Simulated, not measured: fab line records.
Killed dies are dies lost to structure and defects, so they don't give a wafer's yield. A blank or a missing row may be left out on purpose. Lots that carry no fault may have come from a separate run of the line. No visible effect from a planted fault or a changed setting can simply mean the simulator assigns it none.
Comparing a struck lot with a sound one / flow sky130 / 15 steps out of a route of 708
Sound: the wafers L508.1, L508.3, L508.4. Wafers struck: L518.1, L518.3, L518.4. The cause is named last.
Each step with rows lists, per side, the tool, then ch with its chambers, then its first start. Under that, the readings that differ: sound wafers / struck wafers / difference of the means / sigmas: that difference in standard deviations of wafers without a fault.
alike: same words and numbers on both sides, and readings whose means sit less than 2 such deviations apart. not compared: any withheld reading, any reading some wafer has no value for, any bound like >300 that may hide the same value, and any number with overlapping values for which the record gives no deviation.
A row with sigmas, a row that says differs or no value, or rows on one side alone: a step with any of these is where the two part. When numbers do not overlap yet have no deviation, they are printed without sigmas and do not part them. A reading that every wafer of one side lacks parts them only if that side has two wafers or more.

first, 7 steps without rows for these wafers: SKY_SONOS_ONO_DEHYDRATE_06 (time 60 s); SKY_SONOS_ONO_HMDS_07 (prime time 60 s); SKY_SONOS_ONO_COAT_08 (resist thk 1140 nm); SKY_SONOS_ONO_SOFTBAKE_09 (time 60 s); SKY_SONOS_ONO_EXPOSE_10 (exposes mask ONOM, target cd 410 nm); SKY_SONOS_ONO_PEB_11; SKY_SONOS_ONO_DEVELOP_12 (develop time 60 s).
SKY_SONOS_ONO_CD_MEAS_13: target cd 410 nm.
  sound on cd_sem-02 at day 14 15:41; struck on cd_sem-02 at day 18 03:00
  alike: cd_nm
SKY_SONOS_ONO_OVL_MEAS_14:
  sound on overlay-01 at day 14 15:49; struck on overlay-02 at day 18 03:07
  alike: SONOS_ONO_OVL
SKY_SONOS_ONO_ETCH_15: etches the open film in CHF3/O2, target depth 19.52 nm, time 7.8 s.
  sound on rie_diel-04 ch 0,2,3, day 14 15:51; struck on rie_diel-01 ch 0,2,3, day 18 03:09
  alike: bias_w, chamber_pressure_mTorr, drypump_motor_current_A, oes_product_au, throttle_valve_pct
  not compared: rf_hours_counter_h
then, 1 step without rows for these wafers: SKY_SONOS_ONO_WET_ETCH_16 (etches SiO2 in dHF, target depth 14 nm, time 280 s).
SKY_SONOS_ONO_STRIP_17: strips in O2/N2.
  sound on plasma_asher-01 ch 0,1, day 14 15:58; struck on plasma_asher-03 ch 0,1, day 18 03:16
reading=drypump_motor_current_A (A); sound=6.0 6.0 5.9; struck=4.9 5.3 4.9; difference=-0.9; sigmas=-2
  alike: chamber_pressure_mTorr, oes_product_au, strip_time_to_endpoint_s
  not compared: rf_hours_counter_h
SKY_SONOS_ONO_WET_ETCH_18: etches Si3N4 in H3PO4, target depth 15 nm, time 172 s.
  sound on wet_bench-03 ch 3, day 14 16:04; struck on wet_bench-01 ch 1, day 18 03:22
reading=run_length_s (s); sound=204 204 204; struck=221 221 221; difference=+17; sigmas=+5
  alike: bath_guard_temp_C
then, 1 step without rows for these wafers: SKY_GATE_OXIDE_CLEAN_00 (cleans in SC1/SC2, time 150 s).
-- record jumps: 32 days separate the struck wafers' starts on either side; left off in module GATE_OXIDE, taken up again in module PAD_OPEN, whose first shown step is the route's number 708 --
SKY_PAD_OPEN_PROBE_99:
  sound on prober-02 at day 47 08:52; struck on prober-02 at day 49 18:49
  alike: killed_at_M0_to_M3, killed_at_M4_up, killed_at_contacts, killed_at_front_end, killed_at_other, killed_dies, killed_open, killed_short

== WHERE THEY PART ==
Earliest at SKY_SONOS_ONO_STRIP_17; latest, in this record, at SKY_SONOS_ONO_WET_ETCH_18. Later steps at which nothing parts them and some readings are alike: SKY_PAD_OPEN_PROBE_99.

WHY: what had been put in by the simulator
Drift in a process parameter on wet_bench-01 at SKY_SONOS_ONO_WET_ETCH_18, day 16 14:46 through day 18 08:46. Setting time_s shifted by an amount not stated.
